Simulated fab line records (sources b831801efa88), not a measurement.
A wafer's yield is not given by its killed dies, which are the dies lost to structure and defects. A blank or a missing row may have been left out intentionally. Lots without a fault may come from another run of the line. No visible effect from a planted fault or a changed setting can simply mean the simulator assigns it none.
fab line records	flow sky130
record lots=11	wafers=33	last_day=50
route steps=708 shown METAL1@451 VIA1@458 METAL2@483 PAD_OPEN@708
lots with no fault: from the same line, run without faults
start_h: hours from the record's first day to the start of the lot's first wafer shown	wait_h: hours since the lot's step before	" same as the row above	L1.1+2: several wafers, shown together as one row	- no value, or no start given	* or withheld: withheld	< > ~ a bound
route shown NAME@n: a module of which the file shows steps, and the number in the route of the first	usual: the fault-free wafers' mean and standard deviation	same: alike in all rows	chamber/n: place in a boat	sites: readings site by site	_std_site: the values' standard deviation	_edge_site: inner sites' mean taken away from outer sites' mean	radius_mm: how far each site lies from the wafer's centre	mask NAME#n: copy n	behind: the last tool/chamber to shape the wafer	hold: cause of the lot's hold/its duration in hours/its outcome	device: the transistor (n, p or np) that didn't switch	end of line: at the end of the route, the tests of the same wafers	a step without rows: its recipe alone	killed: dies that structure and defects cost at the first sort, which is not the same as the wafer's yield	map: shows each die of a wafer: x if killed, . if not, _ if none is there
set.NAME: the run value of the setting; set.NAME@STEP: its run value at that earlier step	model.NAME: the simulator's own value behind a step, which no gauge read
steps of the route over a sample of lots; a table a step, a row a wafer
services: from which hour (start_h, from the record's first day; less than 0 if before it) a tool's chamber was out of use, for how many hours, and why
## steps
# step SKY_METAL1_DESCUM_17
# recipe chemistry=O2	source_power_w=150	bias_power_w=0	pressure_mtorr=10	temp_c=40	time_s=8
# usual drypump_motor_current_A=5.7/0.37	oes_product_au=0.998/0.0088	temp_c=40.00/0.11
lot.wafer	tool	chamber	start_h	wait_h	drypump_motor_current_A	oes_product_au	rf_hours_counter_h	temp_c
L180.1	rie_metal-01	0	758.58	0.0	5.8	1.013	11	40.01
L180.2	"	0	"	"	5.8	1.005	-	40.09
L180.5	"	0	"	"	5.8	1.014	-	39.87
L181.1	rie_metal-04	0	779.01	0.0	6.2	1.000	10	39.99
L181.2	"	1	"	"	5.2	1.006	5	40.05
L181.3	"	1	"	"	5.2	0.997	-	40.05
L183.3	rie_metal-01	1	788.05	0.0	5.3	0.990	-	40.29
L183.5	"	1	"	"	5.3	0.991	-	40.11
L183.6	"	0	"	"	5.8	1.013	-	39.89
L185.2	rie_metal-01	1	800.42	0.0	5.3	0.993	10	39.95
L185.4	"	0	"	"	5.8	1.004	-	39.97
L185.5	"	1	"	"	5.3	1.000	-	40.05
L184.1	rie_metal-01	0	810.87	0.0	5.8	0.999	14	39.89
L184.3	"	0	"	"	5.8	1.005	-	39.91
L184.4	"	1	"	"	5.3	0.998	-	39.92
L191.1	rie_metal-03	1	862.09	0.0	6.0	0.988	9	40.02
L191.5	"	1	"	"	6.0	0.993	-	40.02
L191.6	"	0	"	"	5.9	1.006	-	39.95
L193.1	rie_metal-04	0	871.24	0.0	6.2	1.009	13	40.03
L193.2	"	1	"	"	5.2	0.986	9	40.11
L193.6	"	0	"	"	6.2	1.008	-	40.00
L197.1	rie_metal-01	0	894.87	0.0	5.8	1.005	16	39.98
L197.2	"	1	"	"	5.3	0.992	14	40.19
L197.4	"	0	"	"	5.8	1.011	-	39.94
L200.3	rie_metal-03	1	908.94	0.0	6.0	0.997	-	40.03
L200.5	"	1	"	"	5.9	0.986	-	39.85
L200.6	"	1	"	"	5.9	0.982	-	39.91
L201.2	rie_metal-04	0	914.56	0.0	6.1	0.987	15	40.07
L201.3	"	0	"	"	6.2	1.001	-	40.02
L201.6	"	1	"	"	5.2	0.996	-	40.05
L203.2	rie_metal-03	0	942.54	0.0	5.9	1.000	1	39.92
L203.3	"	1	"	"	6.0	0.986	-	40.20
L203.5	"	1	"	"	6.0	1.000	-	40.07
# step SKY_VIA1_HDPCVD_00
# recipe material=SiO2	target_thk_nm=1030	sigma_open_frac=0.3	time_s=171.7	temp_c=400	sih4_flow_sccm=60	pressure_mtorr=6
# usual pressure_mtorr=6.000/0.012	sih4_flow_sccm=59.98/0.17
lot.wafer	tool	chamber	start_h	wait_h	pressure_mtorr	sih4_flow_sccm
L180.1	hdpcvd-01	0	759.56	0.0	6.003	60.06
L180.2	"	2	"	"	6.008	60.14
L180.5	"	2	"	"	6.015	60.27
L181.1	hdpcvd-02	0	779.80	0.0	6.000	59.85
L181.2	"	2	"	"	5.994	60.03
L181.3	"	1	"	"	6.010	59.94
L183.3	hdpcvd-01	2	788.83	0.0	6.000	59.81
L183.5	"	1	"	"	5.985	60.21
L183.6	"	0	"	"	5.986	60.05
L185.2	hdpcvd-02	1	801.20	0.0	6.010	59.72
L185.4	"	0	"	"	5.989	59.73
L185.5	"	2	"	"	6.012	59.86
L184.1	hdpcvd-01	2	811.65	0.0	6.013	59.56
L184.3	"	0	"	"	5.996	60.05
L184.4	"	2	"	"	6.012	59.92
L191.1	hdpcvd-01	0	862.87	0.0	6.006	89.88
L191.5	"	0	"	"	5.998	89.79
L191.6	"	2	"	"	5.996	60.09
L193.1	hdpcvd-01	1	872.02	0.0	6.003	60.21
L193.2	"	0	"	"	5.996	90.27
L193.6	"	0	"	"	5.983	90.01
L197.1	hdpcvd-02	2	895.65	0.0	5.990	60.09
L197.2	"	1	"	"	5.994	60.02
L197.4	"	0	"	"	5.987	59.82
L200.3	hdpcvd-02	1	909.92	0.0	6.014	59.86
L200.5	"	1	"	"	6.012	59.94
L200.6	"	0	"	"	6.008	60.47
L201.2	hdpcvd-02	2	915.40	0.0	5.999	60.06
L201.3	"	1	"	"	5.987	60.24
L201.6	"	1	"	"	6.011	60.14
L203.2	hdpcvd-02	0	943.35	0.0	6.004	59.65
L203.3	"	1	"	"	6.023	60.39
L203.5	"	1	"	"	5.992	60.22
# step SKY_VIA1_THK_MEAS_01
# recipe reads=SiO2_of_VIA1_HDPCVD_00
# usual VIA1_HDPCVD_THK=1036/12
lot.wafer	tool	chamber	start_h	wait_h	VIA1_HDPCVD_THK[nm]
L180.1	film_metro-01	-	759.67	0.1	1037
L180.2	"	-	"	"	1018
L180.5	"	-	"	"	1012
L181.1	film_metro-02	-	779.91	0.1	1025
L181.2	"	-	"	"	1024
L181.3	"	-	"	"	1032
L183.3	film_metro-01	-	788.96	0.1	1048
L183.5	"	-	"	"	1047
L183.6	"	-	"	"	1047
L185.2	film_metro-04	-	801.32	0.1	1011
L185.4	"	-	"	"	1006
L185.5	"	-	"	"	1034
L184.1	film_metro-01	-	811.76	0.1	1039
L184.3	"	-	"	"	1048
L184.4	"	-	"	"	1029
L191.1	film_metro-01	-	862.98	0.1	1571
L191.5	"	-	"	"	1573
L191.6	"	-	"	"	1036
L193.1	film_metro-01	-	872.14	0.1	1050
L193.2	"	-	"	"	1557
L193.6	"	-	"	"	1563
L197.1	film_metro-01	-	895.76	0.1	1039
L197.2	"	-	"	"	1036
L197.4	"	-	"	"	1034
L200.3	film_metro-04	-	910.05	0.1	1053
L200.5	"	-	"	"	1031
L200.6	"	-	"	"	1024
L201.2	film_metro-01	-	915.52	0.1	1032
L201.3	"	-	"	"	1048
L201.6	"	-	"	"	1057
L203.2	film_metro-02	-	943.47	0.1	1033
L203.3	"	-	"	"	1039
L203.5	"	-	"	"	1041
# step SKY_METAL2_SPUTTER_00
# recipe material=Ti	target_thk_nm=15	power_w=3000	time_s=10	chamber_pressure_pa=0.4
# usual throttle_valve_pct=29.9/1.2
lot.wafer	tool	chamber	start_h	wait_h	throttle_valve_pct
L180.1	pvd_sputter-03	-	787.64	0.1	28.4
L180.2	"	-	"	"	29.3
L180.5	"	-	"	"	29.8
L181.1	pvd_sputter-04	-	807.78	0.2	32.0
L181.2	"	-	"	"	28.3
L181.3	"	-	"	"	28.9
L183.3	pvd_sputter-02	-	815.78	0.2	29.9
L183.5	"	-	"	"	30.0
L183.6	"	-	"	"	31.3
L185.2	pvd_sputter-02	-	826.88	0.2	31.7
L185.4	"	-	"	"	30.0
L185.5	"	-	"	"	29.5
L184.1	pvd_sputter-04	-	839.66	0.2	28.3
L184.3	"	-	"	"	28.2
L184.4	"	-	"	"	29.0
L191.1	pvd_sputter-02	-	890.42	0.1	29.3
L191.5	"	-	"	"	31.4
L191.6	"	-	"	"	29.2
L193.1	pvd_sputter-03	-	899.58	0.1	31.0
L193.2	"	-	"	"	28.1
L193.6	"	-	"	"	31.0
L197.1	pvd_sputter-03	-	923.72	0.1	29.5
L197.2	"	-	"	"	30.7
L197.4	"	-	"	"	28.1
L200.3	pvd_sputter-03	-	935.63	0.2	30.7
L200.5	"	-	"	"	30.5
L200.6	"	-	"	"	28.3
L201.2	pvd_sputter-03	-	942.29	0.2	30.9
L201.3	"	-	"	"	29.3
L201.6	"	-	"	"	28.2
L203.2	pvd_sputter-02	-	969.26	0.1	31.3
L203.3	"	-	"	"	29.9
L203.5	"	-	"	"	31.4
# step SKY_METAL2_SPUTTER_01
# recipe material=TiN	target_thk_nm=20	power_w=6500	time_s=16.7	chamber_pressure_pa=0.4
# usual throttle_valve_pct=29.9/1.2
lot.wafer	tool	chamber	start_h	wait_h	throttle_valve_pct
L180.1	pvd_sputter-03	-	787.67	0.0	28.4
L180.2	"	-	"	"	29.5
L180.5	"	-	"	"	29.8
L181.1	pvd_sputter-04	-	807.81	0.0	32.0
L181.2	"	-	"	"	28.1
L181.3	"	-	"	"	28.9
L183.3	pvd_sputter-02	-	815.81	0.0	30.1
L183.5	"	-	"	"	30.2
L183.6	"	-	"	"	31.4
L185.2	pvd_sputter-02	-	826.90	0.0	31.3
L185.4	"	-	"	"	30.4
L185.5	"	-	"	"	29.2
L184.1	pvd_sputter-04	-	839.68	0.0	28.3
L184.3	"	-	"	"	28.3
L184.4	"	-	"	"	28.8
L191.1	pvd_sputter-02	-	890.44	0.0	29.4
L191.5	"	-	"	"	31.2
L191.6	"	-	"	"	29.3
L193.1	pvd_sputter-03	-	899.60	0.0	31.1
L193.2	"	-	"	"	28.3
L193.6	"	-	"	"	31.1
L197.1	pvd_sputter-03	-	923.74	0.0	29.6
L197.2	"	-	"	"	30.8
L197.4	"	-	"	"	28.0
L200.3	pvd_sputter-03	-	935.65	0.0	30.7
L200.5	"	-	"	"	31.0
L200.6	"	-	"	"	28.3
L201.2	pvd_sputter-03	-	942.31	0.0	30.8
L201.3	"	-	"	"	29.7
L201.6	"	-	"	"	28.1
L203.2	pvd_sputter-02	-	969.28	0.0	31.6
L203.3	"	-	"	"	29.9
L203.5	"	-	"	"	31.6
# step SKY_PAD_OPEN_PROBE_99
# usual defect_limited_yield=82.5/1.9	killed_at_M0_to_M3=43/6.8	killed_at_M4_up=3.2/1.8	killed_at_contacts=24/6.2	killed_at_front_end=15/4.7	killed_at_other=0.4/0.63	killed_dies=86/9.6	killed_open=47/6.9	killed_short=39/6.3	sort_bin_3_pad_short=0.9/0.46	sort_bin_5_function=10.5/1.5	sort_bin_6_memory=6.1/1.1	sort_n_pass=406/9.6	sort_yield_pct=82.5/1.9
# same gross_dies=492	killed_at_back_side=0	sort_bin_4_leakage[%]=0	sort_bin_8_speed[%]=0
lot.wafer	tool	chamber	start_h	wait_h	defect_limited_yield[%]	killed_at_M0_to_M3	killed_at_M4_up	killed_at_contacts	killed_at_front_end	killed_at_other	killed_dies	killed_open	killed_short	sort_bin_3_pad_short[%]	sort_bin_5_function[%]	sort_bin_6_memory[%]	sort_n_pass	sort_yield_pct[%]
L200.3	prober-01	-	1178.96	0.2	86.6	39	3	9	14	1	66	30	34	0.2	9.8	3.5	426	86.6
L200.5	prober-01	-	1179.06	0.2	81.7	38	4	29	19	0	90	44	45	0.6	12.8	4.9	402	81.7
L200.6	prober-01	-	1179.11	0.2	81.3	46	3	32	11	0	92	53	37	1.2	11.6	5.9	400	81.3
# killed by level:class
L200.3 VIA3:geometric_particle:open=8 VIA3:geometric_particle:short=5 VIA1:geometric_particle:open=5 METAL2:geometric_particle:short=4 CONTACT:geometric_particle:open=4 METAL1:geometric_particle:short=4 SPACER:geometric_particle:short=3 METAL3:geometric_particle:short=3
L200.5 CONTACT:geometric_particle:open=9 LOCAL_INTERCONNECT:geometric_particle:short=8 VIA2:geometric_particle:open=8 FIELD_ISO:geometric_particle:short=5 LI_CONTACT:geometric_particle:open=5 CONTACT:geometric_particle:short=5 VIA1:geometric_particle:open=5 METAL2:geometric_particle:short=5
L200.6 LI_CONTACT:geometric_particle:open=12 VIA1:geometric_particle:open=12 CONTACT:geometric_particle:open=11 VIA1:geometric_particle:short=7 METAL2:geometric_particle:short=6 VIA2:geometric_particle:open=6 CONTACT:geometric_particle:short=5 FIELD_ISO:geometric_particle:short=3
## services
tool	chamber	start_h	hours	kind
rie_metal-03	-	746.87	1.4	pm
pvd_sputter-02	1	752.68	-	consumable_replace:kit
pvd_sputter-02	1	752.68	18.0	scheduled_down
rie_metal-01	1	756.07	12.2	repair
hdpcvd-02	0	763.25	9.5	repair
pvd_sputter-04	-	783.67	8.1	repair
rie_metal-04	-	787.46	0.1	repair
pvd_sputter-03	-	789.45	3.3	repair
hdpcvd-02	2	789.93	10.1	repair
hdpcvd-01	1	812.13	5.6	repair
rie_metal-01	0	832.89	21.3	repair
rie_metal-04	-	835.32	0.7	repair
rie_metal-01	-	870.58	0.6	repair
pvd_sputter-04	-	883.74	1.3	repair
rie_metal-01	-	935.88	0.3	repair
hdpcvd-01	-	942.55	1.7	repair
hdpcvd-01	-	950.25	15.0	pm
pvd_sputter-03	-	951.90	0.8	repair
pvd_sputter-04	-	953.45	2.4	repair
rie_metal-04	-	956.44	1.4	pm
pvd_sputter-03	0	958.13	-	consumable_replace:kit
pvd_sputter-03	0	958.13	18.0	scheduled_down
pvd_sputter-03	0	958.13	18.0	vent_cycle
pvd_sputter-03	-	964.66	6.2	repair
## key
first_sign step=SKY_VIA1_HDPCVD_00	reading=sih4_flow_sccm	direction=up	sigmas=99+	usual=59.98	struck=89.99
effect step=SKY_VIA1_THK_MEAS_01	reading=VIA1_HDPCVD_THK	direction=up	sigmas=45	usual=1036	struck=1566
met_at SKY_VIA1_HDPCVD_00
struck_lots L191,L193
struck_wafers L191.1,L191.5,L193.2,L193.6
not_acting_at SKY_METAL1_DESCUM_17,SKY_METAL2_SPUTTER_00,SKY_METAL2_SPUTTER_01
onset_between 811.65 862.87
fault kind=process_parameter_drift	tool=hdpcvd-01	chamber=0	onset_h=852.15	steps=SKY_VIA1_HDPCVD_00	channel=sih4_flow_sccm	offset=30	shape=step	end_h=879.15	acts_in=these_recipes_only	stated=60
